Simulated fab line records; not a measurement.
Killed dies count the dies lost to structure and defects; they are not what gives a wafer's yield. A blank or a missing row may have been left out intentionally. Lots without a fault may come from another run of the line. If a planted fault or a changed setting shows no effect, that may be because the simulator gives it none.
The tool behind it: which one?	flow gf180mcu	Sampling: 12 lots, 36 wafers, 4 of 602 route steps

WHAT EACH GAUGE READ, for each wafer
GF_STI_CD_MEAS_12: the cd target is 220 nm. Usual: 219.7 nm for cd_nm, sd 1.5.
lot	measured	on	cd_nm (nm)	flag
L771	day 2 02:07	cd_sem-02	218.4 218.3 218.8	
L772	day 2 07:26	cd_sem-02	218.2 218.8 218.9	
L775	day 2 21:59	cd_sem-01	222.0 222.4 222.1	
L776	day 3 02:16	cd_sem-02	217.5 218.1 216.6	
L777	day 3 07:53	cd_sem-01	219.8 221.1 220.4	
L778	day 3 13:35	cd_sem-02	220.7 220.9 221.8	
L782	day 4 10:43	cd_sem-02	218.4 217.3 218.9	
L785	day 5 01:14	cd_sem-02	217.7 219.0 218.2	
L789	day 5 21:53	cd_sem-01	236.8 236.0 236.5	OFF
L792	day 6 13:31	cd_sem-02	219.1 219.1 220.6	
L793	day 6 19:13	cd_sem-01	218.7 218.1 218.9	
L794	day 7 01:11	cd_sem-02	219.3 219.0 219.0	

GF_V1_RS_MEAS_24: measures by four-point-probe. Usual: V1_W_RS typically reads 0.3280 ohm/sq, with standard deviation 0.0027.
lot	measured	on	V1_W_RS (ohm/sq)	flag
L771	day 18 03:26	film_metro-01	0.3319 0.3278 0.3311	
L772	day 18 11:10	film_metro-03	0.3270 0.3270 0.3289	
L775	day 19 14:01	film_metro-03	0.3284 0.3301 0.3263	
L776	day 20 04:40	film_metro-01	0.3267 0.3291 0.3262	
L777	day 20 14:25	film_metro-03	0.3284 0.3250 0.3277	
L778	day 20 18:58	film_metro-02	0.3279 0.3247 0.3284	
L782	day 22 11:49	film_metro-01	0.3278 0.3248 0.3251	
L785	day 23 10:20	film_metro-02	0.3292 0.3275 0.3290	
L789	day 24 18:50	film_metro-02	0.3236 0.3282 0.3252	
L792	day 25 12:55	film_metro-01	0.3271 0.3271 0.3282	
L793	day 25 20:05	film_metro-03	0.3268 0.3278 0.3317	
L794	day 26 08:57	film_metro-02	0.3347 0.3310 0.3332	

WHAT TOOL EACH LOT RAN ON (gives the tool, then ch and the chambers of the sampled wafers, and finally the start)
lot	GF_STI_EXPOSE_09	GF_HV_LDD_STRIP_49
L771	krf_scanner-02 ch 0, day 1 20:17	plasma_asher-04 ch 1, day 12 09:08
L772	krf_scanner-01 ch 0, day 2 01:19	plasma_asher-04 ch 0,1, day 12 16:31
L775	krf_scanner-01 ch 0, day 2 16:00	plasma_asher-03 ch 0,1, day 13 13:23
L776	krf_scanner-02 ch 0, day 2 21:11	plasma_asher-02 ch 0,1, day 14 01:57
L777	krf_scanner-02 ch 0, day 3 01:53	plasma_asher-04 ch 0,1, day 14 09:27
L778	krf_scanner-02 ch 0, day 3 07:17	plasma_asher-02 ch 0, day 14 14:23
L782	krf_scanner-01 ch 0, day 4 04:13	plasma_asher-04 ch 0,1, day 16 03:53
L785	krf_scanner-01 ch 0, day 4 18:37	plasma_asher-02 ch 0,1, day 16 23:43
L789	krf_scanner-01 ch 0, day 5 15:31	plasma_asher-03 ch 0,1, day 18 07:52
L792	krf_scanner-01 ch 0, day 6 06:31	plasma_asher-04 ch 0,1, day 19 08:37
L793	krf_scanner-01 ch 0, day 6 11:52	plasma_asher-03 ch 0,1, day 19 16:23
L794	krf_scanner-01 ch 0, day 6 17:38	plasma_asher-02 ch 0, day 20 04:34
- GF_STI_EXPOSE_09: exposes mask COMP, target cd 220 nm.
- GF_HV_LDD_STRIP_49: strips in O2/N2.

AS READ BY THE TOOLS THEMSELVES (means over the sampled wafers that have a number; for cases with no such wafer, the mark the record gives instead)
GF_STI_EXPOSE_09. Usual: stage_vel_mm_s 500.02 mm/s, standard deviation 0.28.
lot	tool	stage_vel_mm_s (mm/s)	flag
L771	krf_scanner-02	500.05	
L772	krf_scanner-01	500.23	
L775	krf_scanner-01	500.29	
L776	krf_scanner-02	499.56	
L777	krf_scanner-02	500.19	
L778	krf_scanner-02	500.20	
L782	krf_scanner-01	499.84	
L785	krf_scanner-01	499.58	
L789	krf_scanner-01	500.16	
L792	krf_scanner-01	500.12	
L793	krf_scanner-01	500.27	
L794	krf_scanner-01	500.27	

GF_HV_LDD_STRIP_49. Usual: drypump_motor_current_A 6.3 A, standard deviation 0.44; heater_power_w 314 W, standard deviation 25; o2_flow_sccm 3000 sccm, standard deviation 8.6; oes_product_au 0.716 a.u., standard deviation 0.0042; platen_temp_c 249.99 C, standard deviation 0.17; strip_time_to_endpoint_s 12.63 s, standard deviation 0.034.
lot	tool	drypump_motor_current_A (A)	heater_power_w (W)	o2_flow_sccm (sccm)	oes_product_au (a.u.)	platen_temp_c (C)	strip_time_to_endpoint_s (s)	flag
L771	plasma_asher-04	6.6	325	2999	0.718	250.05	12.64	
L772	plasma_asher-04	6.6	323	3009	0.718	249.95	12.65	
L775	plasma_asher-03	5.7	309	2985	0.719	249.91	12.65	
L776	plasma_asher-02	5.9	299	3002	0.718	249.98	12.62	
L777	plasma_asher-04	6.6	316	2989	0.717	249.96	12.57	
L778	plasma_asher-02	5.8	343	2988	0.717	250.02	12.63	
L782	plasma_asher-04	6.6	319	2995	0.715	250.12	12.60	
L785	plasma_asher-02	5.9	297	3009	0.719	250.21	12.61	
L789	plasma_asher-03	5.6	289	3004	0.716	249.97	12.65	
L792	plasma_asher-04	6.6	323	3017	0.714	250.06	12.61	
L793	plasma_asher-03	5.7	308	2998	0.717	249.91	12.61	
L794	plasma_asher-02	5.8	343	2991	0.716	249.97	12.67	

THE ANSWER, worked out from the rows above alone
Rule: take the mean of a lot's wafers that have a number; if it is more than 3 standard deviations from the usual mean, the lot is off. Also off: a lot with no number at a reading for which 4 or more lots have one. All remaining lots with rows at the step are treated as sound. First the gauges in route order, then the tools' own readings, where a lot's mean is used as printed above. The first step at which some lot is off is used, and at that step the reading that is off furthest; a lot without a number counts as furthest.
Off: L789, at GF_STI_CD_MEAS_12 (cd_nm).
If a tool, at a process step before that reading, ran all the lots that are off and no sound lot after the first of them, it fits. Those tools and the gauges at GF_STI_CD_MEAS_12 are tried in the same way. Of those tried, none fits.

WHAT THE SIMULATOR PUT IN
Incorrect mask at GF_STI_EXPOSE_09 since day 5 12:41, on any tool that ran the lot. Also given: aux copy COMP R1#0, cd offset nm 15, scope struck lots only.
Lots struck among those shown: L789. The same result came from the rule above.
